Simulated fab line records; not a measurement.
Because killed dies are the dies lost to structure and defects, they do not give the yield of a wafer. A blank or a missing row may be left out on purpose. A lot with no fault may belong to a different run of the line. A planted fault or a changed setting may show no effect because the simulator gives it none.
Matching of chambers | flow sky130 | SKY_VIA1_CMP_02 on cmp-02: 4 sister chambers
The step polishes SiO2. 4 wafers are shown with their chamber, then 12 later ones without.

WAFERS PAIRED WITH THEIR CHAMBERS
wafer  | chamber | motor current A (A)
L091.5 | 3       | 12.1
L092.2 | 0       | 11.2
L092.4 | 1       | 11.3
L092.6 | 2       | 13.8

WAFERS WITH NO CHAMBER GIVEN
wafer  | motor current A (A)
L093.2 | 10.3
L093.4 | 14.2
L093.6 | 12.7
L097.1 | 11.2
L097.5 | 11.0
L097.6 | 11.4
L097.2 | 12.0
L097.3 | 14.3
L097.4 | 10.7
L095.1 | 15.6
L095.3 | 12.5
L095.5 | 11.2

WHICH CHAMBER EACH WENT THROUGH
wafer  | from the rows above               | in truth
L093.2 | can't be placed: 0 or 1 or 3      | 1
L093.4 | 2                                 | 2
L093.6 | can't be placed: 3 or 2 or 1 or 0 | 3
L097.1 | can't be placed: 0 or 1 or 3      | 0
L097.5 | can't be placed: 0 or 1 or 3      | 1
L097.6 | can't be placed: 1 or 0 or 3      | 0
L097.2 | can't be placed: 3 or 1 or 0      | 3
L097.3 | 2                                 | 2
L097.4 | can't be placed: 0 or 1 or 3      | 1
L095.1 | 2                                 | 2
L095.3 | can't be placed: 3 or 1 or 0 or 2 | 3
L095.5 | can't be placed: 0 or 1 or 3      | 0
3 of 12 placed correctly. Cannot be placed on the basis of these rows: 9; the candidates contain the true chamber in 9. Wrongly placed: 0.
How it was worked out, from the rows above alone: a wafer's distance from a chamber is the root of the sum, over the readings, of the square of ((its reading less the chamber's mean) divided by the reading's scatter). The wafer belongs to the nearest chamber; if the next one is less than 2 further off, it can't be placed. Each chamber's mean is taken over the wafers shown for it. The scatter: root of mean squared gap, hidden wafer to nearest shown wafer, with one shown wafer a chamber.
